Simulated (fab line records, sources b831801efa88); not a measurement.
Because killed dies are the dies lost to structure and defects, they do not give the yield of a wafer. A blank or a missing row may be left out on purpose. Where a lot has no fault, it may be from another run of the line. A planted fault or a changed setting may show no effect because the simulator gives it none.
Problem report in the 8D (eight disciplines) form, filled by code || flow sky130 || the parts of the form that need people (team, actions taken, sign-off) are left out

== 1. WHAT IS WRONG ==
sort_bin_3_pad_short at SKY_PAD_OPEN_PROBE_99 reads a mean of 3.0 % on 1 wafer of 1 lot; wafers without a fault read 0.8 % with a standard deviation of 0.37. Relative to the usual mean, that is a shift of +5.9 standard deviations.
First observed at day 47 09:26: wafer L454.3, on prober-02. The record has a number at this step for 15 wafers belonging to 5 lots. The rule behind "out" and "out of limits": a value lying over 4 standard deviations away from the usual mean. The rest of the wafers with a number are treated as sound.

== 2. WHAT IT IS AND WHAT IT IS NOT ==
{"question": "which readings at this step", "is": "sort_bin_3_pad_short, killed_at_M0_to_M3", "is not": "killed_at_M4_up, killedAtContacts, killedAtFrontEnd, killedAtOther, killedOpen, killedShort, sort_bin_6_memory"}
{"question": "which lots", "is": "L454", "is not": "L448, L464, L469, L471"}
{"question": "which wafers of those lots", "is": "L454.3", "is not": "L454.1, L454.2"}
{"question": "read on which tools", "is": "prober-02", "is not": "prober-01"}
{"question": "when", "is": "from day 47 09:26", "is not": "up to then (5 sound wafers); but 9 sound wafers of L464, L469, L471 came after"}

== 3. THE SUSPECTS, EACH WITH WHAT RULES IT OUT ==
Counting: if a tool at a process step up to the reading ran every lot that is out, it stays a suspect. Sound lots after the first of them don't rule it out here, since some wafers of a struck lot are sound.
- cmp-02 at SKY_VIA1_CMP_02 (polishes SiO2): kept. It ran the lot that is out, L454 (day 34 20:51).
- rieDiel-04 at SKY_VIA1_ETCH_14 (etches BARC in N2/H2, stops on SiO2, time 45.9 s, target depth 60 nm): kept. It ran the lot that is out, L454 (day 36 00:22); its last sound lot up to then is L448 (day 34 08:05).
- rieDiel-04 at SKY_VIA1_ETCH_15 (etches SiO2 in C4F8/O2/Ar, stops on TiN, target depth 351 nm, time 54 s): kept. It ran the lot that is out, L454 (day 36 00:25); its last sound lot up to then is L448 (day 34 08:08).
- plasmaAsher-02 at SKY_VIA1_STRIP_16 (strips in O2/N2): kept. It ran the lot that is out, L454 (day 36 00:28); its last sound lot up to then is L448 (day 34 08:13).
- pvdSputter-03 at SKY_METAL2_SPUTTER_01 (material TiN, target thk 20 nm, time 16.7 s): kept. It ran the lot that is out, L454 (day 36 01:43).
- pvdSputter-03 at SKY_METAL2_SPUTTER_02 (material AlCu, target thk 250 nm, time 13.3 s): kept. It ran the lot that is out, L454 (day 36 01:44).
- prober-02 at SKY_PAD_OPEN_PROBE_99: kept. It ran the lot that is out, L454 (day 47 09:20); its last sound lot up to then is L448 (day 46 01:18). Its own readings are out on those wafers: killed_at_M0_to_M3, sort_bin_3_pad_short.
- At SKY_VIA1_CMP_02, inside cmp-02: chamber 0 took the wafers that are out, while their sound lot-mates went through chambers 1, 2.
- At SKY_VIA1_ETCH_14, inside rieDiel-04: chamber 3 took the wafers that are out, while their sound lot-mates went through chambers 0, 1.
- At SKY_VIA1_ETCH_15, inside rieDiel-04: chamber 3 took the wafers that are out, while their sound lot-mates went through chambers 0, 1.
Left after counting: cmp-02 at SKY_VIA1_CMP_02, rieDiel-04 at SKY_VIA1_ETCH_14, rieDiel-04 at SKY_VIA1_ETCH_15, plasmaAsher-02 at SKY_VIA1_STRIP_16, pvdSputter-03 at SKY_METAL2_SPUTTER_01, pvdSputter-03 at SKY_METAL2_SPUTTER_02, prober-02 at SKY_PAD_OPEN_PROBE_99.

== 4. THE CAUSE (what the simulator had put in) ==
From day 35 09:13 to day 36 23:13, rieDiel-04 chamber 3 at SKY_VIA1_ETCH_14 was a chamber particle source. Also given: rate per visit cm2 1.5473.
Of the 7 suspects that counting leaves, this tool is one.

== 5. THE CHAIN OF EFFECTS, in route order ==
One row per reading whose mean, taken over the struck wafers that have a number, lies over 3 standard deviations from the usual. Scope: only readings with a usual standard deviation given in the record; hours: median across lots of the time from each lot's start at the first step in this table that gives one to its start at this step; sigmas: change in usual standard deviations.
{"hours": 0, "step": "SKY_PAD_OPEN_PROBE_99", "reading": "killed_at_M0_to_M3", "usual": 44, "on struck wafers": 75, "change": "+31", "sigmas": "+4.6"}
{"hours": 0, "step": "SKY_PAD_OPEN_PROBE_99", "reading": "sort_bin_3_pad_short", "usual": "0.8 %", "on struck wafers": 3.0, "change": "+2.2", "sigmas": "+5.9"}
The process steps in it:
- SKY_PAD_OPEN_PROBE_99

== 6. HOW IT WOULD HAVE BEEN CAUGHT EARLIER ==
In this record the first reading out of limits was taken at day 47 09:26, 288 hours after the fault began at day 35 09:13.
Of the tool readings at SKY_VIA1_ETCH_14 for which the record gives a usual standard deviation, none was out on any struck wafer, so an alarm limit of 4 standard deviations on them would not have fired.
By day 47 09:26, every lot that is out (1) had started SKY_VIA1_ETCH_14 on rieDiel-04. Tool hold at that time: it would have spared none of them.
